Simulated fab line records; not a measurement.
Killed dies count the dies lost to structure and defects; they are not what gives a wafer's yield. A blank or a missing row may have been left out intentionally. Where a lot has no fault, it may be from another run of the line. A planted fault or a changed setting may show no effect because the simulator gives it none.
A struck lot beside a sound one || flow gf180mcu || 30 steps out of a route of 602
Sound: the wafers L469.3, L469.5, L469.6. Struck: wafer L473.5. (L473.2, L473.4 of the same lot were not struck and are left out.) The cause comes at the end.
Per side, at each step with rows, come the tool, then ch with its chambers, and then its first start. Under that, the readings that differ: sound wafers || struck wafers || difference of the means || sigmas: that difference in standard deviations of wafers without a fault.
alike: words and numbers the same on both sides, and readings whose means are apart by under 2 such deviations; not compared: readings that were withheld, readings missing a value for some wafer, numbers with overlapping values and no deviation given by the record, and bounds like >300 which may hide the same value.
The two part at a step that has a row with sigmas, a row that says differs or no value, or rows on one side only. Numbers that don't overlap but have no deviation are shown without sigmas and don't part them. A reading missing from all wafers of one side parts the sides only when that side holds two or more wafers.

first, 3 steps without rows for these wafers: GF_PSD_EXPOSE_04 (exposes mask Pplus, target cd 400 nm); GF_PSD_PEB_05; GF_PSD_DEVELOP_06 (develop time 60 s).
GF_PSD_CD_MEAS_07 targets a cd of 400 nm.
  sound on cd_sem-02, day 16 05:13; struck on cd_sem-01, day 17 16:46
  alike: cd_nm
GF_PSD_OVL_MEAS_08:
  sound on overlay-02, day 16 05:18; struck on overlay-01, day 17 16:52
  alike: PSD_OVL
then, 1 step without rows for these wafers: GF_PSD_IMPLANT_09.
GF_PSD_STRIP_10: strips in O2/N2.
  sound on plasma_asher-01 ch 0,1, day 16 05:31; struck on plasma_asher-03 ch 0, day 17 17:03
{"reading": "heater_power_w (W)", "sound": "317 316 314", "struck": 363, "difference": "+47", "sigmas": "+3"}
  alike: drypump_motor_current_A, oes_product_au, platen_temp_c, strip_time_to_endpoint_s
  not compared: rf_hours_counter_h
GF_PSD_TW_MEAS_11:
  sound on film_metro-02, day 16 05:35; struck on film_metro-01, day 17 17:10
{"reading": "PSD_TW", "sound": "3174 3170 3169", "struck": 3228, "difference": "+57", "sigmas": "+3"}
then, 1 step without rows for these wafers: GF_PSD_CLEAN_12 (cleans in SC1/SC2, time 150 s).
GF_PSD_RTA_13: time 20 s.
  sound on rtp_anneal-01 ch 0, day 16 05:43; struck on rtp_anneal-01 ch 0, day 17 17:17
  alike: lamp_power_pct, wafer_temp_C_max
GF_PSD_RS_MEAS_14: uses a four-point probe to measure.
  sound on film_metro-01, day 16 05:49; struck on film_metro-03, day 17 17:22
  alike: NSD_RS
GF_PSD_RS_MEAS_15: uses a four-point probe to measure.
  sound on film_metro-01, day 16 05:56; struck on film_metro-03, day 17 17:29
  alike: PSD_RS
GF_SAB_CVD_00: deposits SiO2 from TEOS, target thk 50 nm, time 4.9302 s.
  sound on pecvd-04 ch 0,1, day 16 06:01; struck on pecvd-04 ch 1, day 17 17:35
{"reading": "model.SiO2_of_SAB_CVD_00.thk_nm (nm)", "sound": "49.49 50.94 50.66", "struck": 63.1, "difference": "+12.7", "sigmas": ""}
  alike: heater_power_w
GF_SAB_THK_MEAS_01:
  sound on film_metro-01, day 16 06:02; struck on film_metro-04, day 17 17:37
{"reading": "SAB_CVD_00_THK (nm)", "sound": "49.5 51.0 50.7", "struck": 63.1, "difference": "+12.7", "sigmas": "+20"}
then, 7 steps without rows for these wafers: GF_SAB_DEHYDRATE_02 (time 60 s); GF_SAB_HMDS_03 (prime time 60 s); GF_SAB_COAT_04 (resist thk 1000 nm); GF_SAB_SOFTBAKE_05 (time 60 s); GF_SAB_EXPOSE_06 (exposes mask SAB, target cd 420 nm); GF_SAB_PEB_07; GF_SAB_DEVELOP_08 (develop time 60 s).
GF_SAB_CD_MEAS_09 targets a cd of 420 nm.
  sound on cd_sem-01, day 17 04:41; struck on cd_sem-02, day 18 16:25
  alike: cd_nm
GF_SAB_OVL_MEAS_10:
  sound on overlay-01, day 17 04:47; struck on overlay-01, day 18 16:31
{"reading": "SAB_OVL (nm)", "sound": "-0.5 0.2 -0.1", "struck": 2.9, "difference": "+3.0", "sigmas": "+2"}
GF_SAB_ETCH_11: etches SiO2 in C4F8/O2/Ar, target depth 55 nm, time 8.5 s.
  sound on rie_diel-03 ch 0,1, day 17 04:49; struck on rie_diel-02 ch 2, day 18 16:33
{"reading": "oes_product_au (a.u.)", "sound": "0.986 0.985 0.997", "struck": 1.010, "difference": "+0.021", "sigmas": "+3"}
  not compared: rf_hours_counter_h
then, 1 step without rows for these wafers: GF_SAB_WET_ETCH_12 (etches SiO2 in dHF, target depth 22 nm, time 440 s).
GF_SAB_STRIP_13: strips in O2/N2.
  sound on plasma_asher-02 ch 0,1, day 17 04:59; struck on plasma_asher-03 ch 0, day 18 16:42
  alike: drypump_motor_current_A, heater_power_w, oes_product_au, platen_temp_c, strip_time_to_endpoint_s
  not compared: rf_hours_counter_h
then, 1 step without rows for these wafers: GF_SALICIDE_CLEAN_00 (cleans in SC1/SC2, time 150 s).
GF_SALICIDE_WET_ETCH_01: etches SiO2 in dHF, target depth 5 nm, time 100 s.
  sound on wet_bench-03 ch 2, day 17 05:07; struck on wet_bench-04 ch 3, day 18 16:52
{"reading": "model.SiO2_of_SAB_CVD_00.thk_nm (nm)", "sound": "38.91 40.33 40.04", "struck": 52.73, "difference": "+12.97", "sigmas": ""}
GF_SALICIDE_SPUTTER_02: material Co, target thk 10 nm, time 20 s.
  sound on pvd_sputter-01, day 17 05:09; struck on pvd_sputter-03, day 18 16:54
  alike: throttle_valve_pct
then, 1 step without rows for these wafers: GF_PASSIVATION_PROBE_99.

WHERE THEY PART
At GF_PSD_STRIP_10 first; at GF_SAB_ETCH_11 last (within this record only). Later steps at which nothing parts them and some readings are alike: GF_SAB_STRIP_13, GF_SALICIDE_SPUTTER_02.

WHY: the cause the simulator had injected
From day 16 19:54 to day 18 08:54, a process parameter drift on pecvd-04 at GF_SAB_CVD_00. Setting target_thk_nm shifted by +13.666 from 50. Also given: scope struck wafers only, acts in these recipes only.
